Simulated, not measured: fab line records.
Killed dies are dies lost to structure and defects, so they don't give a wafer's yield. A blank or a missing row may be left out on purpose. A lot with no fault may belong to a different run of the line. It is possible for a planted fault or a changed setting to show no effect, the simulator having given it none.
Lot-split experiment | flow sky130 | route with 708 steps; 5 lots, 23 wafers read

## ON THE SPLIT
At SKY_GATE_OXIDE_COAT_05 (resist thk 1140 nm), the setting resist_thk_nm was moved away from the recipe's 1140 nm on 8 of the 23 wafers read, by -5.4% to +5.7%. The other wafers ran this setting at the recipe's value.

The reading is taken at the split's own step.

## THE READING
NOVOLAK_of_GATE_OXIDE_COAT_05.thk_nm (the simulator's own value, which no gauge read), in nm, at SKY_GATE_OXIDE_COAT_05 (resist thk 1140 nm). No usual value for it is given in the file. Average 1138 nm, standard deviation 2 nm, over the 15 wafers here run with the recipe.

wafer  | tool, chamber at the split | resist_thk_nm as run, nm | against the recipe | NOVOLAK_of_GATE_OXIDE_COAT_05.thk_nm, nm | against lot-mates on the recipe
L074.2 | litho_track-01, 0          | 1140                     | recipe             | 1138                                     | -
L074.3 | litho_track-01, 0          | 1140                     | recipe             | 1137                                     | -
L074.4 | litho_track-01, 0          | 1140                     | recipe             | 1137                                     | -
L075.1 | litho_track-01, 0          | 1140                     | recipe             | 1140                                     | -
L075.2 | litho_track-01, 0          | 1140                     | recipe             | 1140                                     | -
L075.6 | litho_track-01, 0          | 1140                     | recipe             | 1140                                     | -
L075.3 | litho_track-01, 0          | 1140                     | recipe             | 1141                                     | -
L075.5 | litho_track-01, 0          | 1140                     | recipe             | 1135                                     | -
L080.1 | litho_track-04, 0          | 1205                     | +5.7%              | 1207                                     | +68
L080.2 | litho_track-04, 0          | 1205                     | +5.7%              | 1207                                     | +68
L080.3 | litho_track-04, 0          | 1205                     | +5.7%              | 1207                                     | +68
L080.4 | litho_track-04, 0          | 1140                     | recipe             | 1140                                     | -
L080.5 | litho_track-04, 0          | 1140                     | recipe             | 1139                                     | -
L083.1 | litho_track-01, 0          | 1095                     | -3.9%              | 1095                                     | -40
L083.2 | litho_track-01, 0          | 1140                     | recipe             | 1136                                     | -
L083.3 | litho_track-01, 0          | 1095                     | -3.9%              | 1094                                     | -41
L083.6 | litho_track-01, 0          | 1095                     | -3.9%              | 1094                                     | -41
L083.5 | litho_track-01, 0          | 1140                     | recipe             | 1134                                     | -
L085.1 | litho_track-04, 0          | 1079                     | -5.4%              | 1075                                     | -62
L085.2 | litho_track-04, 0          | 1140                     | recipe             | 1136                                     | -
L085.3 | litho_track-04, 0          | 1140                     | recipe             | 1137                                     | -
L085.4 | litho_track-04, 0          | 1140                     | recipe             | 1137                                     | -
L085.6 | litho_track-04, 0          | 1079                     | -5.4%              | 1078                                     | -59

THE FIT
A straight line over all 23 wafers: NOVOLAK_of_GATE_OXIDE_COAT_05.thk_nm changes by +11.7 nm for each +1% of resist_thk_nm; r = +1.00; the points scatter about the line by 2.2 nm.
The same after taking each lot's own level away (the mean of its wafers on the recipe; 23 wafers): +11.3 nm for each +1%; r = +1.00; scatter 2 nm.
On that fit, the largest move of resist_thk_nm shifts the reading by 65 nm.
Across the lots, their own levels run from 1135.0 to 1139.5 nm, a range of 2.2 times the standard deviation given above.
Hence the lot-to-lot level has little effect on the slope; both slopes agree.
Check: for one of the wafers moved furthest among these (+5.7%), held out of the fit, the line's prediction against its lot-mates is +65.1 nm. It came out at +67.5 nm against them.

## FURTHER SPLITS ON THESE WAFERS
Other splits were also applied to these wafers ahead of the reading. Each is held against what the fit with the lots' levels taken away leaves over:
other split on the same wafers     | wafers away from the commonest value | r with NOVOLAK_of_GATE_OXIDE_COAT_05.thk_nm (lot level and that fit taken away)
SKY_SONOS_ONO_CVD_04 time_s        | 18                                   | +0.30
SKY_SONOS_ONO_SOFTBAKE_09 temp_c   | 10                                   | +0.04
SKY_GATE_OXIDE_OXIDATION_01 temp_c | 15                                   | -0.09

## THE WHOLE CHAIN: every reading that the file lists as answering this split, in the file's order
step                    | what it does       | reading                                                                               | change (the file's fit)              | r (the file's)
SKY_GATE_OXIDE_COAT_05  | resist thk 1140 nm | NOVOLAK_of_GATE_OXIDE_COAT_05.thk_nm (the simulator's own value, which no gauge read) | +11.3 nm for each +1% of the setting | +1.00
SKY_GATE_OXIDE_STRIP_13 | strips in O2/N2    | strip_time_to_endpoint_s                                                              | withheld for each +1% of the setting | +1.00

## THE FILE'S OWN FIT
NOVOLAK_of_GATE_OXIDE_COAT_05.thk_nm changes by +11.3 nm for each +1% of resist_thk_nm, r = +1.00.
